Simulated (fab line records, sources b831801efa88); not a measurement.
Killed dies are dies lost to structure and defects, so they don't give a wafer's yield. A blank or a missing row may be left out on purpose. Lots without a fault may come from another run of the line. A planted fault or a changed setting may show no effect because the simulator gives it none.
Chamber matching | flow sky130 | SKY_CONTACT_CMP_27 on cmp-02: 4 sister chambers
The step polishes, stops on SiO2, t overpolish 15 s, target thk 0 nm. 4 wafers are shown with their chamber, then 7 later ones without.

WAFERS WITH THEIR CHAMBER
wafer  | chamber | motor_current_A (A)
L738.2 | 0       | 9.8
L738.6 | 3       | 10.1
L745.1 | 1       | 8.7
L745.4 | 2       | 11.5

WAFERS WITHOUT THEIR CHAMBER
wafer  | motor_current_A (A)
L745.5 | 12.0
L748.1 | 10.5
L748.4 | 11.6
L748.6 | 10.6
L747.3 | 10.7
L747.4 | 11.7
L747.5 | 8.7

WHICH CHAMBER EACH WENT THROUGH
wafer  | from the rows above          | in truth
L745.5 | 2                            | 2
L748.1 | can't be placed: 3 or 0 or 2 | 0
L748.4 | 2                            | 2
L748.6 | can't be placed: 3 or 0 or 2 | 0
L747.3 | can't be placed: 3 or 2 or 0 | 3
L747.4 | 2                            | 2
L747.5 | 1                            | 1
Placed correctly: 4 of 7. Can't be placed from these rows: 3 (the true chamber is among the candidates in 3). Placed wrongly: 0.
How it was worked out, from the rows above alone: a wafer's distance from a chamber is the root of the sum, over the readings, of the square of ((its reading less the chamber's mean) divided by the reading's scatter). The wafer belongs to the nearest chamber; if the next one is less than 2 further off, it can't be placed. A chamber's mean is the mean of its shown wafers. The scatter: with one shown wafer a chamber, the root of the mean of the squares of how far each hidden wafer lies from its nearest shown one.
